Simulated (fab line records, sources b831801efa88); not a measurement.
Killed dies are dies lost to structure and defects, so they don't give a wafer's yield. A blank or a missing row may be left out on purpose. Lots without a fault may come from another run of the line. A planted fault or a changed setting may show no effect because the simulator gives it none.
Which tool did it? | flow sfq_line | 8 lots, 24 wafers sampled, at 3 steps of a route of 325

WHAT THE GAUGES READ, wafer by wafer
SFQ_I5_OVL_MEAS_936.
lot  | measured     | on         | I5_OVL (nm)
L435 | day 68 14:20 | overlay-02 | -6 -6 -4
L437 | day 70 00:04 | overlay-02 | 3 -2 -2
L439 | day 70 17:00 | overlay-02 | -1 5 9
L441 | day 71 06:12 | overlay-02 | -8 -14 -3
L443 | day 72 11:10 | overlay-01 | 140 146 145 139 143 144
L444 | day 72 15:48 | overlay-02 | 146 152 141 143 149 140
L453 | day 74 09:24 | overlay-01 | -2 -11 -2
L455 | day 74 18:59 | overlay-01 | -9 -4 -5

WHICH TOOL RAN EACH LOT (tool, then ch and the chambers of the sampled wafers, then the start)
lot  | SFQ_TRILAYER_R5_DEP_SPUTTER_134 | SFQ_TRILAYER_I5_LITHO_EXPOSE_145
L435 | pvd_sputter-03, day 56 08:06    | krf_scanner-01 ch 0, day 68 13:13
L437 | pvd_sputter-05, day 57 21:25    | krf_scanner-01 ch 0, day 69 22:34
L439 | pvd_sputter-05, day 58 17:49    | krf_scanner-02 ch 0, day 70 15:42
L441 | pvd_sputter-05, day 59 10:38    | krf_scanner-02 ch 0, day 71 04:42
L443 | pvd_sputter-04, day 60 14:08    | krf_scanner-02 ch 0, day 72 10:06
L444 | pvd_sputter-05, day 60 19:12    | krf_scanner-02 ch 0, day 72 14:18
L453 | pvd_sputter-04, day 69 06:12    | krf_scanner-01 ch 0, day 74 08:05
L455 | pvd_sputter-05, day 70 00:13    | krf_scanner-01 ch 0, day 74 17:29
- SFQ_TRILAYER_R5_DEP_SPUTTER_134: material Ti, target thk 5 nm, time 5 s.
- SFQ_TRILAYER_I5_LITHO_EXPOSE_145: exposes mask I5, target cd 700 nm.

THE ANSWER, worked out from the rows above alone
Rule: what is usual is taken from the lots themselves. Put in order of their means at a reading, lots are off if they are a third of the lots or fewer, leave a main group of 4 or more, and stand apart from it by a gap of 3 or more times the standard deviation of the main group's means; of several such gaps the widest counts. A main group whose means are all the same, to the digits that the tables above print for the reading, isn't used. A lot without any number at a reading at which 4 lots or more have one is off too. The other lots that the step has rows for count as sound.
Off: L443, L444, at SFQ_I5_OVL_MEAS_936 (I5_OVL). The main group: mean -3 nm, standard deviation 4.2.
A tool fits if, at a process step before that reading, it ran every lot that is off, and no sound lot after the first of them. The gauges at SFQ_I5_OVL_MEAS_936 are tried like those tools. One fits: krf_scanner-02 at SFQ_TRILAYER_I5_LITHO_EXPOSE_145. Its last sound lot is L441 (day 71 04:42), its first lot that is off L443 (day 72 10:06): a fault that began between those two fits.

WHAT THE SIMULATOR HAD PUT IN
Scanner matching overlay: krf_scanner-02, from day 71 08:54 on, at SFQ_TRILAYER_I5_LITHO_EXPOSE_145. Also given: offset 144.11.
Lots struck among those shown: L443, L444. The rule above found the same.
